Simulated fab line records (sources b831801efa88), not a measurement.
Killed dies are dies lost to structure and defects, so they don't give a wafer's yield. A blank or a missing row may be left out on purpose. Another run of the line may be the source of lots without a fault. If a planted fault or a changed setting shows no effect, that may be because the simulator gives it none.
fab line records	flow sky130
record: lots: 13	wafers: 38	lastDay: 50
route steps=708 shown VT_ADJUST_HVTR@142 SONOS_TUNNEL@158 SONOS_ONO@169 PAD_OPEN@708
lots that met no fault: from a run of the same line without faults
startH: hours from the record's opening day to when the first of the lot's shown wafers began	waitH: hours from the lot's prior step to this one	" identical to the entry in the row above	L1.1+2: several wafers, shown together as one row	- no value, or no start given	* or withheld: withheld	< > ~ a bound
route shown NAME@n: a module of which the file shows steps, and the number in the route of the first	usual: mean/standard deviation taken from wafers without a fault	same: alike in all rows	chamber/n: place in a boat	sites: readings site by site	_std_site: their standard deviation	_edge_site: outer sites' mean less inner sites'	radiusMm: for every site, how far away it sits from the centre of the wafer	mask NAME#n: copy n	behind: the last tool/chamber to shape the wafer	hold: why the lot was held/for how many hours/how that ended	device: whichever transistor did not switch (one of n, p or np)	end of line: the same wafers' tests at the end of the route	for a step that has no rows: nothing shown but its recipe	killed: dies that structure and defects cost at the first sort, which is not the same as the wafer's yield	map: a wafer's dies, x killed, . not, _ none there
set.NAME: the run value of the setting; set.NAME@STEP: its run value at that earlier step	model.NAME: the simulator's own value behind a step, which no gauge read
route steps across a sampled set of lots; one table per step, one row per wafer
services: from which hour (startH, from the record's first day; less than 0 if before it) a tool's chamber was out of use, for how many hours, and why
== steps ==
step: SKY_VT_ADJUST_HVTR_TW_MEAS_11
usual: VT_ADJUST_HVTR_TW: 212.0/1.5
lot.wafer	tool	chamber	startH	waitH	VT_ADJUST_HVTR_TW
L693.1	filmMetro-04	-	218.32	0.1	215.0
L693.4	"	-	"	"	215.0
L693.6	"	-	"	"	213.6
L695.1	filmMetro-03	-	228.16	0.1	211.0
L695.2	"	-	"	"	211.1
L695.6	"	-	"	"	209.9
L696.3	filmMetro-03	-	236.14	0.1	210.8
L696.4	"	-	"	"	211.0
L696.5	"	-	"	"	210.0
L698.1	filmMetro-02	-	244.84	0.1	214.1
L698.3	"	-	"	"	213.8
L698.5	"	-	"	"	212.7
L699.2	filmMetro-02	-	251.71	0.1	211.9
L699.3	"	-	"	"	212.1
L702.1	filmMetro-03	-	272.80	0.1	209.8
L702.2	"	-	"	"	210.5
L702.3	"	-	"	"	210.5
L703.1	filmMetro-02	-	281.67	0.1	211.7
L703.3	"	-	"	"	212.5
L703.6	"	-	"	"	212.0
L707.2	filmMetro-03	-	321.36	0.1	212.0
L707.4	"	-	"	"	212.1
L707.5	"	-	"	"	212.4
L708.3	filmMetro-02	-	324.87	0.1	212.6
L708.4	"	-	"	"	212.8
L708.5	"	-	"	"	213.9
L710.3	filmMetro-02	-	335.89	0.1	214.1
L710.5	"	-	"	"	212.6
L710.6	"	-	"	"	213.8
L712.2	filmMetro-02	-	362.28	0.1	211.5
L712.3	"	-	"	"	211.9
L712.5	"	-	"	"	213.0
L713.2	filmMetro-04	-	363.53	0.1	214.4
L713.4	"	-	"	"	214.0
L713.6	"	-	"	"	215.4
L714.1	filmMetro-03	-	366.99	0.1	210.8
L714.2	"	-	"	"	211.5
L714.4	"	-	"	"	210.2
step: SKY_SONOS_TUNNEL_EXPOSE_04
recipe: maskId: TUNM	na: 0.6	sourceShape: conventional	sigmaOuter: 0.6	polarization: unpolarized	targetCdNm: 410	doseMj: 136
usual: exposureDoseMJCm2: 136.01/0.14	reticleTempC: 23.00/0.09	stageVelMmS: 500.02/0.26
lot.wafer	tool	chamber	startH	waitH	mask	exposureDoseMJCm2	reticleTempC	stageVelMmS
L693.1	ilineStepper-02	0	253.56	-	TUNM#0	136.19	22.87	500.30
L693.4	"	0	"	"	TUNM#0	136.11	23.03	500.58
L693.6	"	0	"	"	TUNM#0	136.03	22.92	500.47
L695.1	ilineStepper-02	0	264.81	-	TUNM#0	135.97	22.88	499.91
L695.2	"	0	"	"	TUNM#0	136.13	22.95	500.10
L695.6	"	0	"	"	TUNM#0	135.95	22.99	499.86
L696.3	ilineStepper-01	0	273.83	-	TUNM#0	136.08	22.99	499.71
L696.4	"	0	"	"	TUNM#0	135.99	23.08	499.56
L696.5	"	0	"	"	TUNM#0	136.06	23.05	499.16
L698.1	ilineStepper-02	0	283.16	-	TUNM#0	136.02	23.05	499.77
L698.3	"	0	"	"	TUNM#0	136.04	23.08	500.03
L698.5	"	0	"	"	TUNM#0	135.88	22.95	499.55
L699.2	ilineStepper-01	0	290.64	-	TUNM#0	135.72	22.96	499.89
L699.3	"	0	"	"	TUNM#0	135.85	22.98	500.21
L702.1	ilineStepper-02	0	312.31	-	TUNM#0	121.56	22.92	500.03
L702.2	"	0	"	"	TUNM#0	121.33	22.99	500.29
L702.3	"	0	"	"	TUNM#0	121.36	23.02	500.15
L703.1	ilineStepper-02	0	320.81	-	TUNM#0	121.44	23.16	500.20
L703.3	"	0	"	"	TUNM#0	121.53	23.08	499.90
L703.6	"	0	"	"	TUNM#0	121.45	22.97	500.18
L707.2	ilineStepper-02	0	363.14	-	TUNM#0	126.81	23.00	500.00
L707.4	"	0	"	"	TUNM#0	126.73	22.83	499.87
L707.5	"	0	"	"	TUNM#0	126.80	22.89	499.58
L708.3	ilineStepper-01	0	367.21	-	TUNM#0	135.95	23.09	500.25
L708.4	"	0	"	"	TUNM#0	136.10	23.10	499.85
L708.5	"	0	"	"	TUNM#0	136.04	23.13	500.08
L710.3	ilineStepper-01	0	378.53	-	TUNM#0	135.96	22.95	500.13
L710.5	"	0	"	"	TUNM#0	136.18	23.10	500.06
L710.6	"	0	"	"	TUNM#0	136.15	23.12	499.80
L712.2	ilineStepper-01	0	406.06	-	TUNM#0	135.96	22.96	500.04
L712.3	"	0	"	"	TUNM#0	135.72	22.77	500.28
L712.5	"	0	"	"	TUNM#0	136.03	22.97	499.99
L713.2	ilineStepper-01	0	406.27	-	TUNM#0	136.10	23.14	499.96
L713.4	"	0	"	"	TUNM#0	136.07	23.00	500.35
L713.6	"	0	"	"	TUNM#0	136.07	23.02	500.32
L714.1	ilineStepper-01	0	410.80	-	TUNM#0	135.98	23.14	499.96
L714.2	"	0	"	"	TUNM#0	136.03	23.14	500.00
L714.4	"	0	"	"	TUNM#0	135.89	23.05	500.23
step: SKY_SONOS_TUNNEL_CD_MEAS_07
recipe: targetCdNm: 410
usual: cdNm: 409.5/2.1
lot.wafer	tool	chamber	startH	waitH	cdNm
L693.1	cdSem-01	-	266.38	0.1	408.4
L693.4	"	-	"	"	407.4
L693.6	"	-	"	"	407.8
L695.1	cdSem-01	-	278.03	0.1	410.6
L695.2	"	-	"	"	409.3
L695.6	"	-	"	"	412.8
L696.3	cdSem-01	-	287.44	0.1	410.9
L696.4	"	-	"	"	410.1
L696.5	"	-	"	"	411.0
L698.1	cdSem-02	-	296.41	0.1	408.1
L698.3	"	-	"	"	410.3
L698.5	"	-	"	"	411.2
L699.2	cdSem-01	-	304.07	0.1	409.4
L699.3	"	-	"	"	410.5
L702.1	cdSem-01	-	324.75	0.1	379.5
L702.2	"	-	"	"	379.6
L702.3	"	-	"	"	379.9
L703.1	cdSem-01	-	333.93	0.1	373.2
L703.3	"	-	"	"	373.7
L703.6	"	-	"	"	372.7
L707.2	cdSem-02	-	376.75	0.1	384.2
L707.4	"	-	"	"	387.9
L707.5	"	-	"	"	387.0
L708.3	cdSem-01	-	381.00	0.1	405.8
L708.4	"	-	"	"	409.1
L708.5	"	-	"	"	405.9
L710.3	cdSem-02	-	393.19	0.1	407.5
L710.5	"	-	"	"	406.1
L710.6	"	-	"	"	406.0
L712.2	cdSem-01	-	421.45	0.1	411.7
L712.3	"	-	"	"	409.4
L712.5	"	-	"	"	409.9
L713.2	cdSem-02	-	421.58	0.1	407.4
L713.4	"	-	"	"	408.4
L713.6	"	-	"	"	409.2
L714.1	cdSem-02	-	425.78	0.1	410.4
L714.2	"	-	"	"	409.3
L714.4	"	-	"	"	409.2
step: SKY_SONOS_ONO_THK_MEAS_01
recipe: reads: SiO2_of_SONOS_ONO_OXIDATION_00
usual: SONOS_ONO_OXIDATION_THK: 2.60/0.058
lot.wafer	tool	chamber	startH	waitH	SONOS_ONO_OXIDATION_THK[nm]
L693.1	filmMetro-04	-	270.75	0.0	2.58
L693.4	"	-	"	"	2.56
L693.6	"	-	"	"	2.57
L695.1	filmMetro-01	-	280.56	0.0	2.56
L695.2	"	-	"	"	2.54
L695.6	"	-	"	"	2.57
L696.3	filmMetro-01	-	289.41	0.0	2.62
L696.4	"	-	"	"	2.56
L696.5	"	-	"	"	2.62
L698.1	filmMetro-02	-	299.48	0.0	2.61
L698.3	"	-	"	"	2.66
L698.5	"	-	"	"	2.60
L699.2	filmMetro-02	-	307.38	0.0	2.58
L699.3	"	-	"	"	2.61
L702.1	filmMetro-04	-	327.98	0.0	2.50
L702.2	"	-	"	"	2.59
L702.3	"	-	"	"	2.51
L703.1	filmMetro-01	-	335.92	0.0	2.59
L703.3	"	-	"	"	2.67
L703.6	"	-	"	"	2.60
L707.2	filmMetro-02	-	380.90	0.0	2.61
L707.4	"	-	"	"	2.60
L707.5	"	-	"	"	2.59
L708.3	filmMetro-04	-	384.73	0.0	2.62
L708.4	"	-	"	"	2.61
L708.5	"	-	"	"	2.58
L710.3	filmMetro-01	-	395.16	0.0	2.68
L710.5	"	-	"	"	2.65
L710.6	"	-	"	"	2.65
L712.2	filmMetro-04	-	424.38	0.0	2.70
L712.3	"	-	"	"	2.65
L712.5	"	-	"	"	2.64
L713.2	filmMetro-02	-	424.38	0.0	2.65
L713.4	"	-	"	"	2.66
L713.6	"	-	"	"	2.60
L714.1	filmMetro-01	-	429.00	0.0	2.66
L714.2	"	-	"	"	2.56
L714.4	"	-	"	"	2.60
step: SKY_SONOS_ONO_CD_MEAS_13
recipe: targetCdNm: 410
usual: cdNm: 410.3/2.5
lot.wafer	tool	chamber	startH	waitH	cdNm
L693.1	cdSem-02	-	300.78	0.1	408.0
L693.4	"	-	"	"	410.0
L693.6	"	-	"	"	410.6
L695.1	cdSem-02	-	309.53	0.1	409.3
L695.2	"	-	"	"	409.7
L695.6	"	-	"	"	408.1
L696.3	cdSem-02	-	318.87	0.1	406.9
L696.4	"	-	"	"	407.0
L696.5	"	-	"	"	406.8
L698.1	cdSem-02	-	329.61	0.1	406.7
L698.3	"	-	"	"	407.4
L698.5	"	-	"	"	408.6
L699.2	cdSem-01	-	336.40	0.1	409.5
L699.3	"	-	"	"	409.3
L702.1	cdSem-01	-	357.73	0.1	410.8
L702.2	"	-	"	"	412.5
L702.3	"	-	"	"	411.1
L703.1	cdSem-02	-	366.63	0.2	411.4
L703.3	"	-	"	"	409.7
L703.6	"	-	"	"	410.7
L707.2	cdSem-01	-	412.15	0.1	412.1
L707.4	"	-	"	"	411.1
L707.5	"	-	"	"	412.4
L708.3	cdSem-01	-	419.10	0.1	413.5
L708.4	"	-	"	"	412.3
L708.5	"	-	"	"	410.8
L710.3	cdSem-01	-	427.65	0.1	413.7
L710.5	"	-	"	"	413.0
L710.6	"	-	"	"	413.3
L712.2	cdSem-01	-	458.38	0.1	409.5
L712.3	"	-	"	"	410.7
L712.5	"	-	"	"	413.6
L713.2	cdSem-02	-	458.65	0.1	413.0
L713.4	"	-	"	"	412.6
L713.6	"	-	"	"	410.6
L714.1	cdSem-02	-	464.16	0.1	414.5
L714.2	"	-	"	"	413.8
L714.4	"	-	"	"	415.0
step: SKY_PAD_OPEN_PROBE_99
usual: killed_at_M0_to_M3: 44/6.3	killed_at_M4_up: 3.1/1.8	killedAtContacts: 25/5.1	killedAtFrontEnd: 15/4.1	killedAtOther: 0.3/0.71	killedDies: 87/8.8	killedOpen: 47/6.8	killedShort: 40/6.7
same: grossDies: 492	killedAtBackSide: 0
lot.wafer	tool	chamber	startH	waitH	killed_at_M0_to_M3	killed_at_M4_up	killedAtContacts	killedAtFrontEnd	killedAtOther	killedDies	killedOpen	killedShort
L693.1	prober-02	-	1088.12	0.1	37	4	30	12	0	83	38	45
L693.4	prober-02	-	1088.27	0.2	54	6	13	9	0	82	39	43
L693.6	prober-02	-	1088.37	0.2	48	5	26	10	0	89	49	40
L695.1	prober-01	-	1097.03	0.1	43	2	23	11	0	79	45	34
L695.2	prober-01	-	1097.08	0.1	38	3	25	20	0	86	44	42
L695.6	prober-01	-	1097.28	0.2	39	5	31	11	0	86	43	43
L696.3	prober-01	-	1105.18	0.2	30	2	25	12	0	69	39	30
L696.4	prober-01	-	1105.23	0.2	48	4	18	12	0	82	53	29
L696.5	prober-01	-	1105.28	0.2	45	2	23	6	0	76	43	33
L698.1	prober-01	-	1113.70	0.1	54	1	13	22	0	90	44	46
L698.3	prober-01	-	1113.80	0.2	42	6	26	21	0	95	54	41
L698.5	prober-01	-	1113.90	0.2	53	1	31	17	0	102	59	43
L699.2	prober-02	-	1116.95	0.1	40	4	27	17	0	88	51	37
L699.3	prober-02	-	1117.00	0.2	42	4	30	14	0	90	53	37
L702.1	prober-02	-	1133.35	0.1	49	4	22	20	1	96	53	43
L702.2	prober-02	-	1133.40	0.1	44	1	20	16	0	81	33	48
L702.3	prober-02	-	1133.45	0.2	39	1	22	18	0	80	54	26
L703.1	prober-02	-	1139.76	0.1	44	6	22	7	2	81	39	42
L703.3	prober-02	-	1139.86	0.2	40	5	23	14	1	83	42	41
L703.6	prober-02	-	1140.01	0.2	63	4	18	9	0	94	44	50
L707.2	prober-02	-	1166.53	0.1	50	1	27	15	2	95	52	41
L707.4	prober-02	-	1166.63	0.2	48	7	31	13	0	99	53	46
L707.5	prober-02	-	1166.68	0.2	43	8	21	16	0	88	49	39
L708.3	prober-01	-	1170.18	0.2	46	4	23	11	0	84	45	39
L708.4	prober-01	-	1170.23	0.2	39	4	24	20	0	87	43	42
L708.5	prober-01	-	1170.28	0.2	42	5	28	11	0	86	46	40
L710.3	prober-01	-	1179.23	0.2	41	3	30	14	0	88	49	39
L710.5	prober-01	-	1179.33	0.2	33	2	21	11	0	67	36	31
L710.6	prober-01	-	1179.38	0.2	46	1	19	15	0	81	48	33
L712.2	prober-01	-	1191.72	0.1	46	3	17	18	1	85	50	35
L712.3	prober-01	-	1191.77	0.2	43	2	18	10	0	73	41	32
L712.5	prober-01	-	1191.87	0.2	31	1	27	18	0	77	42	35
L713.2	prober-02	-	1194.49	0.1	37	3	19	18	0	77	44	33
L713.6	prober-02	-	1194.69	0.2	33	2	22	10	1	68	37	30
L714.1	prober-01	-	1197.51	0.1	48	2	24	11	0	85	46	39
L714.2	prober-01	-	1197.56	0.1	40	3	39	21	0	103	54	49
L714.4	prober-01	-	1197.66	0.2	31	0	33	9	0	73	41	32
killed by level:class
L693.1 VIA1:geometricParticle:open=9 LI_CONTACT:geometricParticle:open=7 CONTACT:geometricParticle:open=7 LOCAL_INTERCONNECT:geometricParticle:short=6 VIA1:geometricParticle:short=6 METAL1:geometricParticle:short=5 CONTACT:geometricParticle:short=5 FIELD_ISO:geometricParticle:open=4
L693.4 VIA1:geometricParticle:open=15 METAL1:geometricParticle:short=9 METAL2:geometricParticle:short=8 VIA2:geometricParticle:open=6 VIA1:geometricParticle:short=5 CONTACT:geometricParticle:open=5 METAL4:geometricParticle:short=4 VIA3:geometricParticle:open=4
L693.6 CONTACT:geometricParticle:open=10 LI_CONTACT:geometricParticle:open=9 VIA3:geometricParticle:open=8 VIA1:geometricParticle:open=8 METAL2:geometricParticle:short=8 VIA1:geometricParticle:short=6 METAL4:geometricParticle:short=5 FIELD_ISO:geometricParticle:short=3
L695.1 VIA1:geometricParticle:open=10 CONTACT:geometricParticle:open=9 LI_CONTACT:geometricParticle:open=8 VIA2:geometricParticle:open=8 VIA1:geometricParticle:short=7 METAL3:geometricParticle:short=5 POLY_GATE:geometricParticle:short=4 METAL1:geometricParticle:short=4
L695.2 VIA1:geometricParticle:open=10 LI_CONTACT:geometricParticle:open=8 VIA3:geometricParticle:open=8 CONTACT:geometricParticle:open=6 VIA2:geometricParticle:short=6 METAL2:geometricParticle:short=5 LOCAL_INTERCONNECT:geometricParticle:short=4 FIELD_ISO:geometricParticle:short=3
L695.6 VIA1:geometricParticle:open=8 CONTACT:geometricParticle:open=8 CONTACT:geometricParticle:short=8 VIA1:geometricParticle:short=7 LI_CONTACT:geometricParticle:open=5 POLY_GATE:geometricParticle:open=4 LI_CONTACT:geometricParticle:short=4 LOCAL_INTERCONNECT:geometricParticle:short=4
L696.3 LI_CONTACT:geometricParticle:open=11 FIELD_ISO:geometricParticle:short=6 CONTACT:geometricParticle:open=6 CONTACT:geometricParticle:short=6 VIA2:geometricParticle:open=6 METAL1:geometricParticle:short=5 VIA3:geometricParticle:open=4 FIELD_ISO:geometricParticle:open=3
L696.4 VIA3:geometricParticle:open=11 VIA1:geometricParticle:open=10 LI_CONTACT:geometricParticle:open=8 METAL2:geometricParticle:short=6 VIA2:geometricParticle:open=6 CONTACT:geometricParticle:open=5 FIELD_ISO:geometricParticle:open=3 FIELD_ISO:geometricParticle:short=3
L696.5 METAL1:geometricParticle:short=9 VIA3:geometricParticle:open=8 LI_CONTACT:geometricParticle:open=7 CONTACT:geometricParticle:open=7 VIA2:geometricParticle:open=6 LI_CONTACT:geometricParticle:short=4 METAL1:geometricParticle:open=4 VIA1:geometricParticle:open=4
L698.1 VIA1:geometricParticle:open=11 VIA1:geometricParticle:short=9 METAL2:geometricParticle:short=9 POLY_GATE:geometricParticle:open=6 CONTACT:geometricParticle:open=6 FIELD_ISO:geometricParticle:short=5 VIA2:geometricParticle:open=4 METAL3:geometricParticle:short=4
L698.3 CONTACT:geometricParticle:open=11 VIA1:geometricParticle:open=11 CONTACT:geometricParticle:short=7 VIA3:geometricParticle:open=7 FIELD_ISO:geometricParticle:open=5 LI_CONTACT:geometricParticle:open=5 METAL1:geometricParticle:short=5 METAL4:geometricParticle:short=5
L698.5 VIA1:geometricParticle:open=14 CONTACT:geometricParticle:open=10 LI_CONTACT:geometricParticle:open=9 VIA2:geometricParticle:open=8 VIA2:geometricParticle:short=7 LOCAL_INTERCONNECT:geometricParticle:short=6 CONTACT:geometricParticle:short=6 VIA3:geometricParticle:open=6
L699.2 VIA1:geometricParticle:open=13 CONTACT:geometricParticle:open=10 LI_CONTACT:geometricParticle:open=8 VIA2:geometricParticle:open=6 FIELD_ISO:geometricParticle:short=5 CONTACT:geometricParticle:short=4 VIA2:geometricParticle:short=4 METAL4:geometricParticle:short=4
L699.3 LI_CONTACT:geometricParticle:open=15 VIA1:geometricParticle:open=10 VIA2:geometricParticle:open=7 METAL1:geometricParticle:short=6 CONTACT:geometricParticle:open=5 VIA3:geometricParticle:open=5 FIELD_ISO:geometricParticle:short=4 LOCAL_INTERCONNECT:geometricParticle:short=4
L702.1 VIA1:geometricParticle:open=11 LI_CONTACT:geometricParticle:open=8 VIA3:geometricParticle:open=8 FIELD_ISO:geometricParticle:short=7 CONTACT:geometricParticle:open=7 CONTACT:geometricParticle:short=6 VIA1:geometricParticle:short=6 METAL1:geometricParticle:short=5
L702.2 LOCAL_INTERCONNECT:geometricParticle:short=8 VIA1:geometricParticle:open=8 METAL1:geometricParticle:short=7 VIA3:geometricParticle:short=6 VIA3:geometricParticle:open=6 FIELD_ISO:geometricParticle:short=5 POLY_GATE:geometricParticle:short=5 LI_CONTACT:geometricParticle:short=4
L702.3 VIA3:geometricParticle:open=10 CONTACT:geometricParticle:open=10 VIA1:geometricParticle:open=9 FIELD_ISO:geometricParticle:open=6 POLY_GATE:geometricParticle:open=5 CONTACT:geometricParticle:short=5 VIA2:geometricParticle:open=5 LI_CONTACT:geometricParticle:open=4
L703.1 VIA1:geometricParticle:open=14 CONTACT:geometricParticle:open=8 METAL2:geometricParticle:short=7 METAL4:geometricParticle:short=6 METAL1:geometricParticle:short=5 VIA2:geometricParticle:short=5 VIA2:geometricParticle:open=5 VIA1:geometricParticle:short=4
L703.3 CONTACT:geometricParticle:open=10 METAL2:geometricParticle:short=10 VIA1:geometricParticle:open=8 CONTACT:geometricParticle:short=6 VIA2:geometricParticle:open=5 VIA3:geometricParticle:open=5 METAL1:geometricParticle:short=4 METAL4:geometricParticle:short=4
L703.6 VIA1:geometricParticle:open=16 METAL1:geometricParticle:short=11 VIA3:geometricParticle:open=10 METAL2:geometricParticle:short=9 VIA1:geometricParticle:short=6 CONTACT:geometricParticle:open=6 VIA2:geometricParticle:open=5 LI_CONTACT:geometricParticle:open=4
L707.2 CONTACT:geometricParticle:open=15 VIA2:geometricParticle:open=8 VIA1:geometricParticle:open=8 VIA1:geometricParticle:short=7 FIELD_ISO:geometricParticle:short=6 VIA3:geometricParticle:open=6 METAL2:geometricParticle:short=5 LI_CONTACT:geometricParticle:open=4
L707.4 LI_CONTACT:geometricParticle:open=13 CONTACT:geometricParticle:open=9 VIA1:geometricParticle:short=8 VIA1:geometricParticle:open=8 VIA2:geometricParticle:open=7 SONOS_ONO:geometricParticle:short=5 METAL2:geometricParticle:short=5 METAL4:geometricParticle:short=5
L707.5 CONTACT:geometricParticle:open=14 VIA1:geometricParticle:open=13 VIA3:geometricParticle:open=8 VIA1:geometricParticle:short=8 METAL4:geometricParticle:short=7 FIELD_ISO:geometricParticle:open=5 FIELD_ISO:geometricParticle:short=5 METAL2:geometricParticle:short=5
L708.3 VIA1:geometricParticle:open=12 CONTACT:geometricParticle:open=7 VIA1:geometricParticle:short=6 VIA2:geometricParticle:open=6 LI_CONTACT:geometricParticle:open=5 METAL2:geometricParticle:short=5 POLY_GATE:geometricParticle:open=4 LOCAL_INTERCONNECT:geometricParticle:short=4
L708.4 VIA1:geometricParticle:open=10 LI_CONTACT:geometricParticle:short=7 METAL1:geometricParticle:short=7 POLY_GATE:geometricParticle:open=6 LI_CONTACT:geometricParticle:open=6 VIA1:geometricParticle:short=6 VIA2:geometricParticle:open=5 POLY_GATE:geometricParticle:short=4
L708.5 VIA1:geometricParticle:open=13 CONTACT:geometricParticle:open=11 LOCAL_INTERCONNECT:geometricParticle:short=7 VIA2:geometricParticle:open=7 METAL1:geometricParticle:short=6 LI_CONTACT:geometricParticle:short=6 VIA3:geometricParticle:open=5 LI_CONTACT:geometricParticle:open=4
L710.3 CONTACT:geometricParticle:open=11 VIA2:geometricParticle:open=9 LI_CONTACT:geometricParticle:open=7 CONTACT:geometricParticle:short=7 VIA1:geometricParticle:open=7 VIA3:geometricParticle:open=6 LOCAL_INTERCONNECT:geometricParticle:short=5 FIELD_ISO:geometricParticle:short=4
L710.5 LI_CONTACT:geometricParticle:open=6 VIA2:geometricParticle:open=6 VIA3:geometricParticle:open=6 CONTACT:geometricParticle:short=5 LOCAL_INTERCONNECT:geometricParticle:short=4 VIA1:geometricParticle:open=4 POLY_GATE:geometricParticle:short=3 LI_CONTACT:geometricParticle:short=3
L710.6 VIA3:geometricParticle:open=11 VIA1:geometricParticle:open=9 FIELD_ISO:geometricParticle:short=7 LI_CONTACT:geometricParticle:open=7 VIA2:geometricParticle:open=6 CONTACT:geometricParticle:open=6 METAL2:geometricParticle:short=4 POLY_GATE:geometricParticle:open=3
L712.2 VIA1:geometricParticle:open=13 CONTACT:geometricParticle:open=8 VIA2:geometricParticle:open=7 METAL1:geometricParticle:short=6 FIELD_ISO:geometricParticle:open=5 VIA3:geometricParticle:open=5 LI_CONTACT:geometricParticle:short=4 POLY_GATE:geometricParticle:short=4
L712.3 LI_CONTACT:geometricParticle:open=8 METAL2:geometricParticle:short=8 VIA2:geometricParticle:open=7 VIA1:geometricParticle:open=6 CONTACT:geometricParticle:open=5 VIA3:geometricParticle:open=5 METAL3:geometricParticle:short=4 METAL1:geometricParticle:short=4
L712.5 CONTACT:geometricParticle:open=12 VIA1:geometricParticle:open=10 CONTACT:geometricParticle:short=7 FIELD_ISO:geometricParticle:short=5 POLY_GATE:geometricParticle:open=5 VIA1:geometricParticle:short=5 METAL3:geometricParticle:short=5 FIELD_ISO:geometricParticle:open=3
L713.2 FIELD_ISO:geometricParticle:open=9 VIA1:geometricParticle:open=9 LI_CONTACT:geometricParticle:open=7 VIA3:geometricParticle:open=6 METAL1:geometricParticle:short=5 VIA2:geometricParticle:open=4 LI_CONTACT:geometricParticle:short=4 CONTACT:geometricParticle:open=4
L713.6 LI_CONTACT:geometricParticle:open=10 METAL1:geometricParticle:short=8 METAL2:geometricParticle:short=7 VIA2:geometricParticle:open=6 FIELD_ISO:geometricParticle:open=5 CONTACT:geometricParticle:open=4 VIA1:geometricParticle:open=4 VIA3:geometricParticle:open=4
L714.1 VIA1:geometricParticle:open=9 CONTACT:geometricParticle:short=7 LI_CONTACT:geometricParticle:open=7 VIA1:geometricParticle:short=7 VIA2:geometricParticle:open=7 VIA3:geometricParticle:open=7 METAL2:geometricParticle:short=6 CONTACT:geometricParticle:open=6
L714.2 CONTACT:geometricParticle:open=17 VIA1:geometricParticle:open=11 VIA3:geometricParticle:open=8 LOCAL_INTERCONNECT:geometricParticle:short=7 LI_CONTACT:geometricParticle:open=6 CONTACT:geometricParticle:short=6 FIELD_ISO:geometricParticle:short=5 POLY_GATE:geometricParticle:short=5
L714.4 CONTACT:geometricParticle:open=10 LOCAL_INTERCONNECT:geometricParticle:short=9 VIA1:geometricParticle:open=9 VIA2:geometricParticle:open=5 CONTACT:geometricParticle:short=5 LI_CONTACT:geometricParticle:open=4 VIA3:geometricParticle:open=4 LOCAL_INTERCONNECT:geometricParticle:open=3
== services ==
tool	chamber	startH	hours	kind
ilineStepper-02	-	242.86	4.4	pm
ilineStepper-01	-	286.83	1.7	pm
ilineStepper-02	-	288.50	3.5	repair
ilineStepper-02	-	297.61	1.7	pm
== key ==
firstSign: step: SKY_SONOS_TUNNEL_EXPOSE_04	reading: exposureDoseMJCm2	direction: down	sigmas: 95	usual: *	struck: *
effect: step: SKY_SONOS_TUNNEL_CD_MEAS_07	reading: cdNm	direction: down	sigmas: 14	usual: 409.5	struck: 379.7	through: controlLoop
metAt SKY_SONOS_TUNNEL_EXPOSE_04
struckLots L702,L703,L707
testerLeftOut L702,L703,L707
loopTrim: step: SKY_SONOS_TUNNEL_EXPOSE_04	setting: dose	lots: L707
notActingAt SKY_VT_ADJUST_HVTR_TW_MEAS_11,SKY_SONOS_ONO_THK_MEAS_01,SKY_SONOS_ONO_CD_MEAS_13
onsetBetween 283.16 312.31
fault: kind: processParameterDrift	tool: ilineStepper-02	chamber: -	onsetH: 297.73	steps: SKY_SONOS_TUNNEL_EXPOSE_04	channel: doseMj	offset: -14.538	shape: step	actsIn: theseRecipesOnly	stated: 136
testerLeftOut: of these lots the tester's yield and bins aren't shown, on N5 and GAA mostly nor the transistor test; their killed dies are dies lost to structure and defects alone, not to doping, threshold or leakage, so they don't give the yield
loopTrim: a control loop set the setting to another value than it would have without faults
